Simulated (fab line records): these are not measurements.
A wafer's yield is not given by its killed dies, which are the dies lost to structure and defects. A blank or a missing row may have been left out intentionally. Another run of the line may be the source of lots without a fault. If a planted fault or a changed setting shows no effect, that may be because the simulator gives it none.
8D (eight disciplines) problem report, filled in by code | flow sky130 | the parts of the form that need people (team, actions taken, sign-off) are left out

== 1. THE ISSUE ==
Across 6 wafers from 2 lots, LDD_P_TW at SKY_LDD_P_TW_MEAS_11 averages 601, while fault-free wafers read 630 with a standard deviation of 4. That is -7.2 standard deviations from the usual mean.
Seen first at day 23 21:56 on film metro-02, wafer L600.1. The record has a number at this step for 36 wafers belonging to 12 lots. By rule, "out" or "out of limits" means more than 4 standard deviations away from the usual mean. All remaining wafers that have a number are taken as sound.

== 2. WHAT THIS IS AND IS NOT ==
question                    | is                           | is not
which readings at this step | LDD_P_TW                     | -
which lots                  | L600, L601                   | L588, L589, L590, L591, L595, L598, L599, L602, L609, L610
which wafers of those lots  | all that have a number       | -
read on which gauges        | film metro-02, film metro-04 | film metro-03
when                        | from day 23 21:56            | up to then (21 sound wafers); but 9 sound wafers of L602, L609, L610 came after

== 3. SUSPECTS, AND WHAT RULES EACH OUT ==
Counting: a tool at any process step up to the reading remains a suspect when it ran all the lots that are out and ran no sound lot after the first of those.
- the gauge at SKY_LDD_P_TW_MEAS_11 is ruled out. Those wafers that are out were read across 2 gauges (film metro-02, film metro-04).
- implanter-04 at SKY_LDD_P_IMPLANT_09: kept. It ran every lot that is out, first L600 (day 23 21:41), and no sound lot after that; its last sound lot up to then is L595 (day 22 02:56). On those wafers its own readings are out: dose ions cm2, faraday current uA.
After counting, what remains is implanter-04 at SKY_LDD_P_IMPLANT_09.

== 4. THE CAUSE (what the simulator had put in) ==
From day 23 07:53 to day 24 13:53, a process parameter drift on implanter-04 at SKY_LDD_P_IMPLANT_09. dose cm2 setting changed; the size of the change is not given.
After counting, this tool was the only one left.

== 5. THE EFFECT CHAIN, in route order ==
One row per reading whose mean, taken over the struck wafers that have a number, lies over 3 standard deviations from the usual. Only readings whose record carries a usual standard deviation are examined. hours: median over the lots of the time between each lot's start at the first step of this table that gives one and its start at this step. sigmas: the change, counted in usual standard deviations.
hours | step                 | reading            | usual     | on struck wafers | change     | sigmas
0     | SKY_LDD_P_IMPLANT_09 | dose ions cm2      | 9.998e+12 | 8.619e+12        | -1.379e+12 | -99 or more
0     | SKY_LDD_P_IMPLANT_09 | faraday current uA | 56.4      | 48.4             | -8.0       | -7.3
0     | SKY_LDD_P_TW_MEAS_11 | LDD_P_TW           | 630       | 601              | -29        | -7.2
Process steps it contains:
- SKY_LDD_P_IMPLANT_09
Later steps that measure or inspect, where all struck wafers having a row at the step show a number for every such reading and not one has moved that far: SKY_LDD_HVN_OVL_MEAS_07, SKY_POLY_CUT_OVL_MEAS_09.

== 6. HOW IT WOULD HAVE BEEN CAUGHT EARLIER ==
Counted from the fault's start at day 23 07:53, it took 14 hours until the first out-of-limits reading at a measuring or inspecting step in this record, taken at day 23 21:56.
At SKY_LDD_P_IMPLANT_09, the tool's own readings (dose ions cm2, faraday current uA) were out on each struck wafer the step has a row for, so an alarm limit on them would have fired on the first such wafer.
Of the lots that are out (2), L601 began SKY_LDD_P_IMPLANT_09 on implanter-04 after day 23 21:56. A hold on the tool at that time would have spared it.
